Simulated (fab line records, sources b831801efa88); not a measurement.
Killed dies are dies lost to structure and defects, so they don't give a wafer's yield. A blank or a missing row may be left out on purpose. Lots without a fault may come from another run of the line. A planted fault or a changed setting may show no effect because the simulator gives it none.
One fault seen from 2 desks | flow sky130 | each desk has only its own numbers; what lay behind them comes last

THE TOOL OWNER'S DESK: furnace-02
The tool's own readings at SKY_GATE_OXIDE_OXIDATION_01 (stabilise 600 s, purge 300 s, target thk 10.268 nm): means of the sampled wafers that have a number, for each lot that ran on this tool. A lot is out of limits, marked OUT, if its mean lies more than 4 standard deviations from the usual mean; the brackets give that distance.
Columns: A = spike_tc_bottom_C at SKY_GATE_OXIDE_OXIDATION_01, usual 918.0 C; B = spike_tc_centre_C at SKY_GATE_OXIDE_OXIDATION_01, usual 900.6 C; C = spike_tc_lower_C at SKY_GATE_OXIDE_OXIDATION_01, usual 899.6 C; D = spike_tc_top_C at SKY_GATE_OXIDE_OXIDATION_01, usual 913.1 C; E = spike_tc_upper_C at SKY_GATE_OXIDE_OXIDATION_01, usual 899.1 C; F = tube_center_temp_C at SKY_GATE_OXIDE_OXIDATION_01, usual 900 C; G = tube_center_temp_C_max at SKY_GATE_OXIDE_OXIDATION_01, usual 902.4
lot  | first seen here | A               | B               | C               | D               | E               | F                     | G
L323 | day 13 15:13    | 919.8           | 899.8           | 901.1           | 911.2           | 899.4           | 900                   | 902.5
L324 | day 13 23:17    | 919.4           | 899.3           | 900.7           | 911.9           | 898.9           | 900                   | 902.7
L325 | day 13 23:17    | 919.1           | 900.2           | 900.2           | 912.5           | 899.2           | 900                   | 902.4
L330 | day 15 14:17    | 919.7           | 898.9           | 901.0           | 911.9           | 898.6           | 900                   | 902.1
L335 | day 17 08:32    | 894.6 (-17) OUT | 873.8 (-16) OUT | 877.4 (-16) OUT | 888.5 (-18) OUT | 874.8 (-24) OUT | 876 (-99 or more) OUT | 878.2 (-65) OUT
L336 | day 17 19:49    | 896.1 (-16) OUT | 875.2 (-15) OUT | 876.1 (-17) OUT | 887.8 (-18) OUT | 873.7 (-25) OUT | 876 (-99 or more) OUT | 877.9 (-66) OUT
L345 | day 20 18:47    | 920.3           | 899.3           | 900.6           | 911.8           | 898.0           | 900                   | 902.3
This desk's finding: out of limits on L335, L336; first on L335, day 17 08:32 (spike_tc_bottom_C at SKY_GATE_OXIDE_OXIDATION_01). In limits: L323, L324, L325, L330, L345.

THE METROLOGY DESK
What the gauges read, lot by lot, whatever tool the lot ran on: means of the sampled wafers that have a number. A lot is out of limits, marked OUT, if its mean lies more than 4 standard deviations from the usual mean; the brackets give that distance.
Columns: A = VT_ADJUST_LVTN_TW at SKY_VT_ADJUST_LVTN_TW_MEAS_10, usual 241.3; B = VT_ADJUST_LVTN_01_OVL at SKY_VT_ADJUST_LVTN_OVL_MEAS_18, usual 0.6 nm; C = VT_ADJUST_LVTN_2_TW at SKY_VT_ADJUST_LVTN_TW_MEAS_21, usual 188.0; D = GATE_OXIDE_OXIDATION_00_THK at SKY_GATE_OXIDE_THK_MEAS_02, usual 10.27 nm
lot  | first seen here | A     | B    | C     | D
L323 | day 7 07:58     | 244.1 | 0.6  | 191.1 | 10.33
L324 | day 7 15:04     | 244.2 | 2.1  | 186.1 | 10.21
L325 | day 7 17:26     | 241.2 | 0.5  | 187.1 | 10.34
L330 | day 8 22:38     | 245.2 | 0.7  | 186.0 | 10.59
L331 | day 9 07:46     | 240.9 | -1.0 | 186.6 | 10.53
L335 | day 10 10:31    | 240.8 | -0.6 | 185.8 | 7.65 (-13) OUT
L336 | day 10 19:37    | 245.0 | -0.3 | 189.4 | 7.69 (-13) OUT
L341 | day 12 07:44    | 240.7 | 2.4  | 188.6 | 10.08
L342 | day 12 16:01    | 240.7 | 1.1  | 188.5 | 10.46
L344 | day 12 22:13    | 238.8 | 0.9  | 188.2 | 10.45
L345 | day 13 05:48    | 237.8 | -0.1 | 190.8 | 10.36
L346 | day 13 11:08    | 245.4 | 0.9  | 184.8 | 10.29
This desk's finding: out of limits on L335, L336; first on L335, day 17 09:59 (GATE_OXIDE_OXIDATION_00_THK at SKY_GATE_OXIDE_THK_MEAS_02). In limits: L323, L324, L325, L330, L331, L341, L342, L344, L345, L346.

PUT TOGETHER
The tool owner's desk could have raised an alarm at day 17 08:32, on L335, L336.
The metrology desk could have raised an alarm at day 17 09:59, on L335, L336.
Of the lots named, all ran SKY_GATE_OXIDE_OXIDATION_01 on furnace-02.

WHAT THE SIMULATOR HAD PUT IN
Process parameter drift: furnace-02, from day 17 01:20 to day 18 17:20, at SKY_GATE_OXIDE_OXIDATION_01. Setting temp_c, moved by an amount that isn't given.
Lots struck among those shown: L335, L336.
Hours from the fault's start to each desk's first reading out of limits: the tool owner's desk, 7; the metrology desk, 9.
